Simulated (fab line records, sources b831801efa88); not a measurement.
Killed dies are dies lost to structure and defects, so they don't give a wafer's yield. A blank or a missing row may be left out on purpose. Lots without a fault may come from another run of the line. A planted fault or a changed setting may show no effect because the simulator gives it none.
fab line records | flow sky130
record lots=13 wafers=39 last_day=50
route steps=708 shown LI_CONTACT@375 CONTACT@408 PAD_OPEN@708
lots that met no fault: from a run of the same line without faults
start_h: hours from the record's first day to the start of the lot's first wafer shown | wait_h: hours since the lot's step before | " the same as in the row above | L1.1+2: a row that stands for several wafers | - no value, or no start given | * or withheld: withheld | < > ~ a bound
route shown NAME@n: a module of which the file shows steps, and the number in the route of the first | usual: mean/standard deviation of fault-free wafers | same: alike in all rows | chamber/n: place in a boat | sites: the reading at each site | _std_site: their standard deviation | _edge_site: outer sites' mean less inner sites' | radius_mm: how far each site lies from the wafer's centre | mask NAME#n: copy n | behind: the tool/chamber that last shaped the wafer | hold: why the lot was held/for how many hours/how that ended | device: the transistor (n, p or np) that didn't switch | end of line: the same wafers' tests at the end of the route | a step without rows: its recipe alone | killed: dies lost to structure and defects at the first sort, not the wafer's yield | map: a wafer's dies, x killed, . not, _ none there
set.NAME: the setting as run; set.NAME@STEP: as run at that earlier step | model.NAME: the simulator's own value behind a step, which no gauge read
steps of the route over a sample of lots; a table a step, a row a wafer
services: from which hour (start_h, from the record's first day; less than 0 if before it) a tool's chamber was out of use, for how many hours, and why
## steps
# step SKY_LI_CONTACT_OVL_MEAS_13
# usual LI_CONTACT_OVL=-1/4.9
# columns lot.wafer tool chamber start_h wait_h LI_CONTACT_OVL[nm]
L527.1 overlay-01 - 692.30 0.1 -7
L527.4 " - " " -1
L527.6 " - " " -6
L528.2 overlay-02 - 695.31 0.1 -3
L528.3 " - " " 3
L528.6 " - " " -2
L529.3 overlay-01 - 706.29 0.1 7
L529.5 " - " " 3
L529.6 " - " " 13
L530.3 overlay-01 - 718.57 0.1 0
L530.4 " - " " 3
L530.5 " - " " 3
L532.1 overlay-02 - 730.86 0.1 -6
L532.4 " - " " -8
L532.6 " - " " -5
L531.1 overlay-02 - 732.60 0.1 -2
L531.4 " - " " -1
L531.6 " - " " -12
L541.1 overlay-02 - 784.85 0.1 5
L541.2 " - " " -8
L541.3 " - " " 5
L543.2 overlay-01 - 799.46 0.1 -8
L543.3 " - " " -8
L543.5 " - " " -1
L544.1 overlay-02 - 801.61 0.1 4
L544.3 " - " " -1
L544.6 " - " " -3
L545.2 overlay-02 - 813.76 0.1 -5
L545.3 " - " " -7
L545.4 " - " " -8
L548.1 overlay-01 - 839.55 0.1 1
L548.3 " - " " -9
L548.6 " - " " -2
L549.1 overlay-02 - 840.08 0.1 -4
L549.3 " - " " -3
L549.4 " - " " 1
L550.1 overlay-01 - 847.81 0.1 0
L550.3 " - " " -3
L550.4 " - " " -1
# step SKY_CONTACT_HDPCVD_02
# recipe material=SiO2 target_thk_nm=565 sigma_open_frac=0.3 time_s=94.2 temp_c=600 sih4_flow_sccm=60 pressure_mtorr=6
# columns lot.wafer tool chamber start_h wait_h
L527.1+4+6 hdpcvd-02 2,1,2 722.28 0.1
L528.2+3+6 hdpcvd-02 0 725.33 0.0
L529.3+5+6 hdpcvd-02 1,1,0 736.79 0.0
L530.3+4+5 hdpcvd-02 1,1,2 748.89 0.0
L532.1+4+6 hdpcvd-02 1,2,1 760.60 0.1
L531.1+4+6 hdpcvd-02 2,1,2 761.84 0.1
L541.1+2+3 hdpcvd-01 1,2,0 813.57 0.1
L543.2+3+5 hdpcvd-02 2,0,2 827.89 0.0
L544.1+3+6 hdpcvd-02 1,0,1 830.28 0.1
L545.2+3+4 hdpcvd-02 2,0,0 842.31 0.0
L548.1+3+6 hdpcvd-02 2,0,1 866.84 0.1
L549.1+3+4 hdpcvd-02 0,2,0 867.51 0.1
L550.1+3+4 hdpcvd-01 1,0,2 875.87 0.1
# step SKY_CONTACT_THK_MEAS_03
# recipe reads=SiO2_of_CONTACT_HDPCVD_02
# usual CONTACT_HDPCVD_THK=567/6.5
# columns lot.wafer tool chamber start_h wait_h CONTACT_HDPCVD_THK[nm]
L527.1 film_metro-02 - 722.35 0.0 565
L527.4 " - " " 565
L527.6 " - " " 562
L528.2 film_metro-01 - 725.44 0.1 558
L528.3 " - " " 554
L528.6 " - " " 560
L529.3 film_metro-01 - 736.88 0.1 760
L529.5 " - " " 763
L529.6 " - " " 752
L530.3 film_metro-03 - 748.98 0.1 762
L530.4 " - " " 568
L530.5 " - " " 764
L532.1 film_metro-01 - 760.67 0.0 580
L532.4 " - " " 575
L532.6 " - " " 762
L531.1 film_metro-01 - 761.91 0.0 565
L531.4 " - " " 569
L531.6 " - " " 761
L541.1 film_metro-01 - 813.64 0.0 568
L541.2 " - " " 565
L541.3 " - " " 580
L543.2 film_metro-02 - 827.97 0.0 564
L543.3 " - " " 569
L543.5 " - " " 568
L544.1 film_metro-02 - 830.35 0.0 571
L544.3 " - " " 560
L544.6 " - " " 563
L545.2 film_metro-02 - 842.39 0.0 570
L545.3 " - " " 572
L545.4 " - " " 568
L548.1 film_metro-01 - 866.91 0.0 571
L548.3 " - " " 571
L548.6 " - " " 566
L549.1 film_metro-02 - 867.58 0.0 562
L549.3 " - " " 570
L549.4 " - " " 561
L550.1 film_metro-03 - 875.94 0.0 573
L550.3 " - " " 585
L550.4 " - " " 572
# step SKY_CONTACT_CMP_04
# recipe material=SiO2 down_force_psi=4 platen_rpm=60 pad_velocity_m_s=0.94248
# usual motor_current_A=11.7/1.2 time_to_endpoint_s=85/5.6
# columns lot.wafer tool chamber start_h wait_h motor_current_A time_to_endpoint_s
L527.1 cmp-01 1 722.41 0.1 11.6 93
L527.4 " 0 " " 10.6 87
L527.6 " 1 " " 11.3 96
L528.2 cmp-01 0 725.49 0.0 10.5 86
L528.3 " 3 " " 11.9 82
L528.6 " 0 " " 10.4 85
L529.3 cmp-02 2 737.02 0.1 13.5 149
L529.5 " 0 " " 11.3 166
L529.6 " 1 " " 11.7 146
L530.3 cmp-02 0 749.15 0.2 11.8 166
L530.4 " 1 " " 12.6 77
L530.5 " 0 " " 12.1 165
L532.4 cmp-01 2 760.73 0.0 10.8 86
L532.1 " 0 " " 10.5 87
L532.6 " 3 " " 11.3 150
L531.1 cmp-01 3 762.21 0.3 11.2 77
L531.4 " 1 " " 11.4 91
L531.6 " 0 " " 10.4 153
L541.1 cmp-02 2 813.70 0.1 13.8 85
L541.3 " 3 " " 13.9 93
L541.2 " 1 " " 12.0 80
L543.3 cmp-01 2 828.07 0.1 11.0 82
L543.2 " 3 " " 11.1 76
L543.5 " 2 " " 10.7 85
L544.3 cmp-02 3 830.41 0.0 13.8 85
L544.1 " 0 " " 11.4 95
L544.6 " 0 " " 12.0 89
L545.2 cmp-01 2 842.49 0.1 11.0 86
L545.4 " 3 " " 11.4 77
L545.3 " 0 " " 10.1 84
L548.1 cmp-01 2 867.02 0.1 10.7 89
L548.3 " 0 " " 10.1 91
L548.6 " 1 " " 11.3 96
L549.3 cmp-01 2 867.64 0.0 11.1 86
L549.1 " 3 " " 11.8 79
L549.4 " 0 " " 10.3 81
L550.3 cmp-02 2 876.05 0.1 13.6 90
L550.1 " 3 " " 13.9 89
L550.4 " 0 " " 11.6 96
# step SKY_CONTACT_OVL_MEAS_15
# usual CONTACT_OVL=3/4.9
# columns lot.wafer tool chamber start_h wait_h CONTACT_OVL[nm]
L527.1 overlay-02 - 749.83 0.1 -1
L527.4 " - " " 3
L527.6 " - " " 2
L528.2 overlay-02 - 752.84 0.1 -2
L528.3 " - " " -1
L528.6 " - " " -2
L529.3 overlay-02 - 764.65 0.1 5
L529.5 " - " " -2
L529.6 " - " " 3
L530.3 overlay-01 - 776.85 0.1 8
L530.4 " - " " 4
L530.5 " - " " 8
L532.1 overlay-02 - 787.53 0.1 5
L532.4 " - " " -1
L532.6 " - " " -3
L531.1 overlay-01 - 789.08 0.1 3
L531.4 " - " " 6
L531.6 " - " " 1
L541.1 overlay-02 - 839.71 0.1 10
L541.2 " - " " -1
L541.3 " - " " 10
L543.2 overlay-01 - 853.69 0.1 7
L543.3 " - " " 7
L543.5 " - " " 0
L544.1 overlay-02 - 856.28 0.1 10
L544.3 " - " " 12
L544.6 " - " " 11
L545.2 overlay-02 - 868.56 0.1 8
L545.3 " - " " 5
L545.4 " - " " 4
L548.1 overlay-01 - 892.78 0.1 3
L548.3 " - " " 6
L548.6 " - " " 5
L549.1 overlay-01 - 893.69 0.1 8
L549.3 " - " " 2
L549.4 " - " " 2
L550.1 overlay-01 - 901.18 0.1 3
L550.3 " - " " 8
L550.4 " - " " 0
# step SKY_CONTACT_THK_MEAS_26
# recipe thk_meas_gauge=xrf reads=W_of_CONTACT_CVD_24
# usual CONTACT_W_THK=349/6.6
# columns lot.wafer tool chamber start_h wait_h CONTACT_W_THK[nm]
L527.1 film_metro-03 - 750.89 0.1 351
L527.4 " - " " 342
L527.6 " - " " 344
L528.2 film_metro-02 - 753.91 0.1 342
L528.3 " - " " 353
L528.6 " - " " 353
L529.3 film_metro-01 - 766.14 0.1 362
L529.5 " - " " 353
L529.6 " - " " 365
L530.3 film_metro-01 - 777.95 0.1 364
L530.4 " - " " 349
L530.5 " - " " 361
L532.1 film_metro-02 - 788.60 0.1 357
L532.4 " - " " 346
L532.6 " - " " 349
L531.1 film_metro-02 - 790.13 0.1 352
L531.4 " - " " 360
L531.6 " - " " 361
L541.1 film_metro-02 - 840.84 0.1 350
L541.2 " - " " 354
L541.3 " - " " 356
L543.2 film_metro-02 - 854.74 0.1 347
L543.3 " - " " 354
L543.5 " - " " 349
L544.1 film_metro-03 - 857.37 0.1 340
L544.3 " - " " 337
L544.6 " - " " 354
L545.2 film_metro-01 - 869.63 0.1 352
L545.3 " - " " 353
L545.4 " - " " 352
L548.1 film_metro-01 - 893.83 0.1 354
L548.3 " - " " 357
L548.6 " - " " 360
L549.1 film_metro-02 - 894.74 0.1 346
L549.3 " - " " 350
L549.4 " - " " 352
L550.1 film_metro-01 - 902.23 0.1 354
L550.3 " - " " 350
L550.4 " - " " 352
# step SKY_PAD_OPEN_PROBE_99
# usual killed_at_M0_to_M3=43/6.1 killed_at_M4_up=3.5/2 killed_at_contacts=25/5.1 killed_at_front_end=14/4.2 killed_at_other=0.3/0.55 killed_dies=86/8.3 killed_open=46/7.2 killed_short=39/6
# same gross_dies=492 killed_at_back_side=0
# columns lot.wafer tool chamber start_h wait_h killed_at_M0_to_M3 killed_at_M4_up killed_at_contacts killed_at_front_end killed_at_other killed_dies killed_open killed_short
L541.1 prober-02 - 1151.23 0.1 41 2 15 17 0 75 41 34
L541.2 prober-02 - 1151.28 0.1 36 1 29 12 0 78 50 28
L541.3 prober-02 - 1151.33 0.2 45 3 21 15 0 84 45 39
L544.1 prober-02 - 1164.95 0.1 39 4 23 17 0 83 42 41
L544.3 prober-02 - 1165.05 0.2 36 3 25 16 0 80 47 33
L544.6 prober-02 - 1165.20 0.2 47 6 15 11 0 79 40 38
L545.2 prober-01 - 1171.59 0.1 46 4 20 20 0 90 42 48
L545.3 prober-01 - 1171.64 0.2 37 2 32 20 0 91 49 42
L545.4 prober-01 - 1171.69 0.2 49 2 24 16 0 91 47 44
# killed by level:class
L541.1 VIA1:geometric_particle:open=13 POLY_GATE:geometric_particle:open=6 LI_CONTACT:geometric_particle:open=6 VIA2:geometric_particle:open=6 FIELD_ISO:geometric_particle:short=4 METAL2:geometric_particle:short=4 VIA3:geometric_particle:short=4 CONTACT:geometric_particle:open=3
L541.2 LI_CONTACT:geometric_particle:open=13 CONTACT:geometric_particle:open=11 VIA2:geometric_particle:open=7 VIA1:geometric_particle:open=6 VIA3:geometric_particle:open=6 FIELD_ISO:geometric_particle:open=4 FIELD_ISO:geometric_particle:short=4 METAL1:geometric_particle:short=4
L541.3 VIA1:geometric_particle:open=9 LI_CONTACT:geometric_particle:open=7 CONTACT:geometric_particle:open=7 VIA2:geometric_particle:open=7 METAL1:geometric_particle:short=6 VIA2:geometric_particle:short=6 POLY_GATE:geometric_particle:short=5 VIA3:geometric_particle:open=5
L544.1 VIA1:geometric_particle:open=10 METAL1:geometric_particle:short=7 CONTACT:geometric_particle:open=6 VIA3:geometric_particle:open=6 FIELD_ISO:geometric_particle:open=4 POLY_GATE:geometric_particle:short=4 LI_CONTACT:geometric_particle:open=4 LOCAL_INTERCONNECT:geometric_particle:short=4
L544.3 CONTACT:geometric_particle:open=11 VIA1:geometric_particle:open=8 VIA2:geometric_particle:open=7 VIA3:geometric_particle:open=7 CONTACT:geometric_particle:short=6 LI_CONTACT:geometric_particle:open=4 FIELD_ISO:geometric_particle:open=3 LI_CONTACT:geometric_particle:short=3
L544.6 VIA1:geometric_particle:open=10 VIA3:geometric_particle:open=8 CONTACT:geometric_particle:open=7 METAL2:geometric_particle:short=5 METAL4:geometric_particle:short=5 VIA2:geometric_particle:short=5 POLY_GATE:geometric_particle:short=4 METAL1:geometric_particle:short=4
L545.2 VIA1:geometric_particle:open=15 FIELD_ISO:geometric_particle:open=9 METAL2:geometric_particle:short=9 CONTACT:geometric_particle:open=7 FIELD_ISO:geometric_particle:short=6 METAL1:geometric_particle:short=5 VIA1:geometric_particle:short=5 VIA2:geometric_particle:open=5
L545.3 CONTACT:geometric_particle:open=10 LI_CONTACT:geometric_particle:open=8 VIA1:geometric_particle:open=7 FIELD_ISO:geometric_particle:short=6 CONTACT:geometric_particle:short=6 LOCAL_INTERCONNECT:geometric_particle:short=5 VIA3:geometric_particle:open=5 FIELD_ISO:geometric_particle:open=4
L545.4 VIA2:geometric_particle:open=10 FIELD_ISO:geometric_particle:open=7 CONTACT:geometric_particle:open=7 METAL2:geometric_particle:short=7 VIA2:geometric_particle:short=7 VIA3:geometric_particle:open=6 LI_CONTACT:geometric_particle:open=5 CONTACT:geometric_particle:short=5
## services
# columns tool chamber start_h hours kind
cmp-02 - 700.00 2.6 repair
cmp-02 - 712.64 2.3 repair
hdpcvd-02 1 724.80 8.9 repair
cmp-02 - 741.82 1.8 repair
cmp-01 - 744.25 4.0 pm
cmp-01 - 748.25 - consumable_replace:conditioner
cmp-01 - 748.25 - consumable_replace:pad
cmp-01 - 748.25 4.5 pm
cmp-02 - 758.89 4.4 pm
cmp-01 - 763.07 1.6 repair
hdpcvd-01 - 792.09 6.0 pm
cmp-02 - 797.44 2.2 repair
cmp-02 - 800.26 9.4 pm
hdpcvd-01 - 821.13 0.5 repair
cmp-01 - 837.65 4.2 repair
cmp-02 - 860.20 5.3 repair
hdpcvd-02 - 872.97 1.1 repair
## key
first_sign step=SKY_CONTACT_THK_MEAS_03 reading=CONTACT_HDPCVD_THK direction=up sigmas=30 usual=567 struck=761
effect step=SKY_CONTACT_CMP_04 reading=time_to_endpoint_s direction=up sigmas=13 usual=* struck=*
met_at SKY_CONTACT_HDPCVD_02
struck_lots L529,L530,L531,L532
struck_wafers L529.3,L529.5,L529.6,L530.3,L530.5,L531.6,L532.6
tester_left_out L529,L530,L531,L532
not_acting_at SKY_LI_CONTACT_OVL_MEAS_13,SKY_CONTACT_OVL_MEAS_15,SKY_CONTACT_THK_MEAS_26
onset_between 725.33 736.79
fault kind=process_parameter_drift tool=hdpcvd-02 chamber=- onset_h=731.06 steps=SKY_CONTACT_HDPCVD_02 channel=target_thk_nm offset=197.85 shape=step end_h=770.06 scope=struck_wafers_only acts_in=these_recipes_only stated=565
# tester_left_out: of these lots the tester's yield and bins aren't shown, on N5 and GAA mostly nor the transistor test; their killed dies are dies lost to structure and defects alone, not to doping, threshold or leakage, so they don't give the yield
